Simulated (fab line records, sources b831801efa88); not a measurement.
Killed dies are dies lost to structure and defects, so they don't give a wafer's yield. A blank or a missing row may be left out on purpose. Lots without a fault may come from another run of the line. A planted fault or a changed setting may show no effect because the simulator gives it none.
fab line records | flow sky130
record lots=6 wafers=18 last_day=50
route steps=708 shown SD_P@326 RES_XHIGH@332
lots that met no fault: from a run of the same line without faults
start_h: hours from the record's first day to the start of the lot's first wafer shown | wait_h: hours since the lot's step before | " the same as in the row above | L1.1+2: a row that stands for several wafers | - no value, or no start given | * or withheld: withheld | < > ~ a bound
route shown NAME@n: a module of which the file shows steps, and the number in the route of the first | usual: mean/standard deviation of fault-free wafers | same: alike in all rows | chamber/n: place in a boat | sites: the reading at each site | _std_site: their standard deviation | _edge_site: outer sites' mean less inner sites' | radius_mm: how far each site lies from the wafer's centre | mask NAME#n: copy n | behind: the tool/chamber that last shaped the wafer | hold: why the lot was held/for how many hours/how that ended | device: the transistor (n, p or np) that didn't switch | end of line: the same wafers' tests at the end of the route | a step without rows: its recipe alone | killed: dies lost to structure and defects at the first sort, not the wafer's yield | map: a wafer's dies, x killed, . not, _ none there
set.NAME: the setting as run; set.NAME@STEP: as run at that earlier step | model.NAME: the simulator's own value behind a step, which no gauge read
lots at some steps of the route; a table a step, a row a wafer
services: from which hour (start_h, from the record's first day; less than 0 if before it) a tool's chamber was out of use, for how many hours, and why
## steps
# step SKY_SD_P_DEVELOP_06
# recipe resist=NOVOLAK developer=TMAH develop_time_s=60 dev_temp_c=23.94
# step SKY_SD_P_CD_MEAS_07
# recipe target_cd_nm=380
# usual cd_nm=379.4/2.4
# columns lot.wafer tool chamber start_h wait_h cd_nm
L820.2 cd_sem-02 - 660.24 0.1 377.8
L820.4 " - " " 381.6
L820.6 " - " " 382.8
L830.1 cd_sem-02 - 735.07 0.1 381.8
L830.3 " - " " 381.1
L830.5 " - " " 379.3
L831.1 cd_sem-01 - 746.38 0.1 381.8
L831.5 " - " " 380.4
L831.6 " - " " 384.5
L833.1 cd_sem-01 - 758.68 0.1 376.2
L833.2 " - " " 375.9
L833.6 " - " " 374.3
L834.1 cd_sem-02 - 766.02 0.1 381.3
L834.5 " - " " 380.1
L834.6 " - " " 380.9
L835.2 cd_sem-02 - 770.79 0.1 380.8
L835.5 " - " " 378.7
L835.6 " - " " 380.6
# step SKY_SD_P_OVL_MEAS_08
# usual SD_P_OVL=0.1/1.2
# columns lot.wafer tool chamber start_h wait_h SD_P_OVL[nm]
L820.2 overlay-02 - 660.34 0.1 1.0
L820.4 " - " " 2.3
L820.6 " - " " 0.1
L830.1 overlay-01 - 735.19 0.1 0.2
L830.3 " - " " 1.0
L830.5 " - " " 2.1
L831.1 overlay-01 - 746.50 0.1 1.0
L831.5 " - " " 2.7
L831.6 " - " " 1.1
L833.1 overlay-02 - 758.80 0.1 0.1
L833.2 " - " " -0.7
L833.6 " - " " 0.6
L834.1 overlay-01 - 766.14 0.1 -0.6
L834.5 " - " " -0.9
L834.6 " - " " -0.1
L835.2 overlay-01 - 770.89 0.1 -0.2
L835.5 " - " " 0.2
L835.6 " - " " 1.0
# step SKY_SD_P_IMPLANT_09
# recipe species=BF2 energy_kev=19.89 dose_cm2=3e+15 tilt_deg=0
# step SKY_SD_P_STRIP_10
# recipe chemistry=O2/N2 power_w=1400 pressure_mtorr=1500 platen_temp_c=withheld o2_flow_sccm=3000 n2_flow_sccm=300 overash_fraction=0.5
# usual drypump_motor_current_A=5.9/0.38 oes_product_au=0.618/0.0043 strip_time_to_endpoint_s=17.49/0.043
# same overash_fraction=0.5
# columns lot.wafer tool chamber start_h wait_h drypump_motor_current_A oes_product_au rf_hours_counter_h strip_time_to_endpoint_s
L820.2 plasma_asher-02 1 660.52 0.1 5.7 0.606 82 17.50
L820.4 " 1 " " 5.8 0.616 - 17.50
L820.6 " 1 " " 5.8 0.618 - 17.46
L830.1 plasma_asher-04 0 735.38 0.1 5.5 0.618 32 17.47
L830.3 " 0 " " 5.5 0.619 - 17.47
L830.5 " 0 " " 5.4 0.612 - 17.41
L831.1 plasma_asher-04 0 746.68 0.1 5.4 0.617 33 17.51
L831.5 " 1 " " 5.8 0.617 - 17.51
L831.6 " 0 " " 5.4 0.614 - 17.48
L833.1 plasma_asher-02 0 758.98 0.1 6.4 0.613 92 17.55
L833.2 " 1 " " 5.8 0.618 92 17.55
L833.6 " 0 " " 6.4 0.622 - 17.54
L834.1 plasma_asher-02 1 766.32 0.1 5.8 0.610 92 17.53
L834.5 " 0 " " 6.4 0.613 - 17.52
L834.6 " 1 " " 5.8 0.621 - 17.49
L835.2 plasma_asher-02 0 771.07 0.1 6.4 0.618 93 17.45
L835.5 " 1 " " 5.8 0.616 - 17.45
L835.6 " 0 " " 6.4 0.618 - 17.39
# step SKY_SD_P_TW_MEAS_11
# usual SD_P_TW=2841/15
# columns lot.wafer tool chamber start_h wait_h SD_P_TW
L820.2 film_metro-01 - 660.63 0.1 2835
L820.4 " - " " 2840
L820.6 " - " " 2839
L830.1 film_metro-03 - 735.48 0.1 2853
L830.3 " - " " 2840
L830.5 " - " " 2849
L831.1 film_metro-01 - 746.78 0.1 2836
L831.5 " - " " 2825
L831.6 " - " " 2850
L833.1 film_metro-01 - 759.08 0.1 2855
L833.2 " - " " 2842
L833.6 " - " " 2857
L834.1 film_metro-03 - 766.42 0.1 2852
L834.5 " - " " 2849
L834.6 " - " " 2846
L835.2 film_metro-03 - 771.18 0.1 2854
L835.5 " - " " 2863
L835.6 " - " " 2847
# step SKY_RES_XHIGH_DEHYDRATE_00
# recipe temp_c=200 time_s=60
# step SKY_RES_XHIGH_HMDS_01
# recipe prime_time_s=60 prime_temp_c=120
# step SKY_RES_XHIGH_COAT_02
# recipe resist=NOVOLAK spin_rpm=3000 resist_thk_nm=1140
# step SKY_RES_XHIGH_SOFTBAKE_03
# recipe temp_c=90 time_s=60 resist=NOVOLAK
# step SKY_RES_XHIGH_EXPOSE_04
# recipe mask_id=URPM na=0.6 source_shape=conventional sigma_outer=0.6 polarization=unpolarized target_cd_nm=1270 dose_mj=140
# step SKY_RES_XHIGH_PEB_05
# recipe temp_c=withheld time_s=* resist=NOVOLAK
# step SKY_RES_XHIGH_DEVELOP_06
# recipe resist=NOVOLAK developer=TMAH develop_time_s=60 dev_temp_c=23
# usual chill_plate_temp_C=22.97/0.11 develop_time_s=60/0 developer_temp_C=23.00/0.086 resist_line_temp_C=23.00/0.1
# columns lot.wafer tool chamber start_h wait_h chill_plate_temp_C develop_time_s developer_temp_C resist_line_temp_C
L820.2 litho_track-02 0 688.61 0.1 22.84 60 23.08 22.89
L820.4 " 0 " " 22.78 60 23.09 22.94
L820.6 " 0 " " 22.91 60 22.91 22.96
L830.1 litho_track-01 - 762.27 0.1 - - - -
L830.3 " - " " - - - -
L830.5 " - " " - - - -
L831.1 litho_track-01 - 772.87 0.1 - - - -
L831.5 " - " " - - - -
L831.6 " - " " - - - -
L833.1 litho_track-03 0 785.32 0.1 22.86 60 23.03 22.92
L833.2 " 0 " " 22.92 60 23.08 22.84
L833.6 " 0 " " 22.86 60 23.03 22.87
L834.1 litho_track-02 0 792.58 0.1 22.81 60 22.96 23.01
L834.5 " 0 " " 22.94 60 23.00 23.15
L834.6 " 0 " " 23.01 60 23.09 22.97
L835.2 litho_track-01 0 797.49 0.1 22.93 60 22.87 23.00
L835.5 " 0 " " 22.87 60 23.08 23.09
L835.6 " 0 " " 23.05 60 22.96 23.08
# step SKY_RES_XHIGH_IMPLANT_07
# recipe species=BF2 energy_kev=20 dose_cm2=3.6e+14 tilt_deg=0
# step SKY_RES_XHIGH_STRIP_08
# recipe chemistry=O2/N2 power_w=1400 pressure_mtorr=1500 platen_temp_c=withheld o2_flow_sccm=3000 n2_flow_sccm=300 overash_fraction=0.5
# usual drypump_motor_current_A=5.6/0.35 oes_product_au=0.710/0.0048 strip_time_to_endpoint_s=14.28/0.043
# same overash_fraction=0.5
# columns lot.wafer tool chamber start_h wait_h drypump_motor_current_A oes_product_au rf_hours_counter_h strip_time_to_endpoint_s
L820.2 plasma_asher-03 1 688.88 0.1 5.4 0.709 101 14.34
L820.4 " 1 " " 5.4 0.714 - 14.35
L820.6 " 1 " " 5.4 0.717 - 14.29
L830.1 plasma_asher-03 1 762.57 0.1 5.4 0.708 2 14.29
L830.3 " 0 " " 6.3 0.713 - 14.28
L830.5 " 1 " " 5.4 0.720 - 14.26
L831.1 plasma_asher-04 1 773.17 0.1 5.8 0.710 36 14.23
L831.5 " 1 " " 5.8 0.708 - 14.17
L831.6 " 0 " " 5.4 0.717 - 14.21
L833.1 plasma_asher-03 0 785.62 0.1 6.3 0.713 4 14.33
L833.2 " 1 " " 5.4 0.710 4 14.31
L833.6 " 1 " " 5.4 0.716 - 14.26
L834.1 plasma_asher-03 0 792.88 0.1 6.3 0.703 5 14.23
L834.5 " 0 " " 6.3 0.715 - 14.29
L834.6 " 1 " " 5.4 0.710 - 14.24
L835.2 plasma_asher-03 0 797.77 0.1 6.3 0.709 5 14.24
L835.5 " 1 " " 5.4 0.719 - 14.19
L835.6 " 0 " " 6.3 0.715 - 14.21
# step SKY_RES_XHIGH_TW_MEAS_09
# usual RES_XHIGH_TW=1645/11
# columns lot.wafer tool chamber start_h wait_h hold RES_XHIGH_TW
L820.2 film_metro-03 - 688.99 0.1 - 1647
L820.4 " - " " - 1648
L820.6 " - " " - 1651
L830.1 film_metro-04 - 762.67 0.1 await_dispo/0.2h/release 30
L830.3 " - " " await_dispo/0.2h/release 30
L830.5 " - " " await_dispo/0.2h/release 30
L830.1 film_metro-04 - 762.89 0.2 - 30
L830.3 " - " " - 30
L830.5 " - " " - 30
L831.1 film_metro-03 - 773.27 0.1 await_dispo/0.2h/release 30
L831.5 " - " " await_dispo/0.2h/release 30
L831.6 " - " " await_dispo/0.2h/release 30
L831.1 film_metro-03 - 773.49 0.2 - 30
L831.5 " - " " - 30
L831.6 " - " " - 30
L833.1 film_metro-01 - 785.72 0.1 - 1657
L833.2 " - " " - 1657
L833.6 " - " " - 1650
L834.1 film_metro-04 - 792.98 0.1 - 1634
L834.5 " - " " - 1636
L834.6 " - " " - 1643
L835.2 film_metro-03 - 797.88 0.1 - 1652
L835.5 " - " " - 1648
L835.6 " - " " - 1639
## services
# columns tool chamber start_h hours kind
plasma_asher-03 - 686.24 0.8 repair
plasma_asher-03 - 711.85 7.6 repair
plasma_asher-03 - 733.75 9.0 pm
plasma_asher-03 0 733.75 9.0 vent_cycle
plasma_asher-03 1 733.75 9.0 vent_cycle
plasma_asher-03 0 742.75 - clean
plasma_asher-03 1 742.75 - clean
plasma_asher-02 - 797.28 6.6 repair
## key
first_sign step=SKY_RES_XHIGH_DEVELOP_06 reading=tool_record direction=missing
effect step=SKY_RES_XHIGH_TW_MEAS_09 reading=visit direction=added
effect step=SKY_RES_XHIGH_TW_MEAS_09 reading=RES_XHIGH_TW direction=down sigmas=99+ usual=1645 struck=30
met_at SKY_RES_XHIGH_DEVELOP_06
struck_wafers L830.1,L830.3,L830.5,L831.1,L831.5,L831.6
scrapped_behind SKY_RES_XHIGH_TW_MEAS_09 L830.1,L830.3,L830.5,L831.1,L831.5,L831.6
fault kind=skipped_step_whole tool=litho_track-01 chamber=- onset_h=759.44 steps=SKY_RES_XHIGH_DEVELOP_06 scope=struck_lots_only
